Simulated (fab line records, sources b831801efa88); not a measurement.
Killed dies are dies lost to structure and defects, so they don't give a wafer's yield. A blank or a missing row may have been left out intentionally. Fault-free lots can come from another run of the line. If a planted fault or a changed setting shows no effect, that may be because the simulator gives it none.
Code-filled problem report in 8D (eight disciplines) form + flow gf180mcu + the parts of the form that need people (team, actions taken, sign-off) are left out

## 1. THE PROBLEM
Wafers without a fault read 6500.2 W, standard deviation 1.2; cathode-dc-power-W at GF_MIM_SPUTTER_01 reads a mean of 6224.9 W on 6 wafers belonging to 2 lots. That is -99 or more standard deviations from the usual mean.
The step: material TiN, target thk 30 nm, time 25 s.
First seen on wafer L721.1, day 27 09:37, on pvd-sputter-02. Wafers with a number at this step in the record: 39, from 13 lots. Rule for "out", or "out of limits": more than 4 standard deviations from the usual mean. Any other wafer with a number is counted as sound.

## 2. WHAT IT IS, WHAT IT ISN'T
| question                    | is                     | is not                                                                                                   |
|-----------------------------|------------------------|----------------------------------------------------------------------------------------------------------|
| which readings at this step | cathode-dc-power-W     | throttle-valve-pct                                                                                       |
| which lots                  | L721, L725             | L714, L716, L717, L720, L726, L728, L729, L730, L731, L736, L737                                         |
| which wafers of those lots  | all that have a number | -                                                                                                        |
| read on which tools         | pvd-sputter-02         | pvd-sputter-03, pvd-sputter-04                                                                           |
| when                        | from day 27 09:37      | up to then (12 sound wafers); but 21 sound wafers of L726, L728, L729, L730, L731, L736, L737 came after |

## 3. SUSPECTS, AND WHAT RULES EACH OUT
Counting: a tool stays on the suspect list if, at a process step up to the reading, it processed all lots that are out and no sound lot following the first of them.
- pvd-sputter-02 at GF_MIM_SPUTTER_01 (material TiN, target thk 30 nm, time 25 s): kept. Every lot that is out went through it, starting with L721 (day 27 09:37), and after that it ran no sound lot; the last sound lot it ran before then is L720 (day 26 12:48). Its own cathode-dc-power-W readings are out on those wafers.
Left after counting: pvd-sputter-02 at GF_MIM_SPUTTER_01.

## 4. THE CAUSE (what the simulator had put in)
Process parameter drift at GF_MIM_SPUTTER_01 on pvd-sputter-02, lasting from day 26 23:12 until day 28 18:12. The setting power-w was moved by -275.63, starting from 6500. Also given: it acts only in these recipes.
Counting left only this tool.

## 5. THE EFFECT CHAIN, in route order
Each row: a reading whose mean over the struck wafers that have a number lies more than 3 standard deviations from the usual. Readings are gone through only where the record gives a usual standard deviation; hours: the median, over the lots, of the time from a lot's start at the first step in this table giving one to that lot's start at this step; sigmas: the change measured in usual standard deviations.
| hours | step              | reading            | usual    | on struck wafers | change | sigmas      |
|-------|-------------------|--------------------|----------|------------------|--------|-------------|
| 0     | GF_MIM_SPUTTER_01 | cathode-dc-power-W | 6500.2 W | 6224.9           | -275.3 | -99 or more |
Its process steps:
- GF_MIM_SPUTTER_01: material TiN, target thk 30 nm, time 25 s.

## 6. WHAT WOULD HAVE CAUGHT IT SOONER
First out-of-limits reading in this record: day 27 09:37, which is 10 hours after fault onset at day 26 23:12.
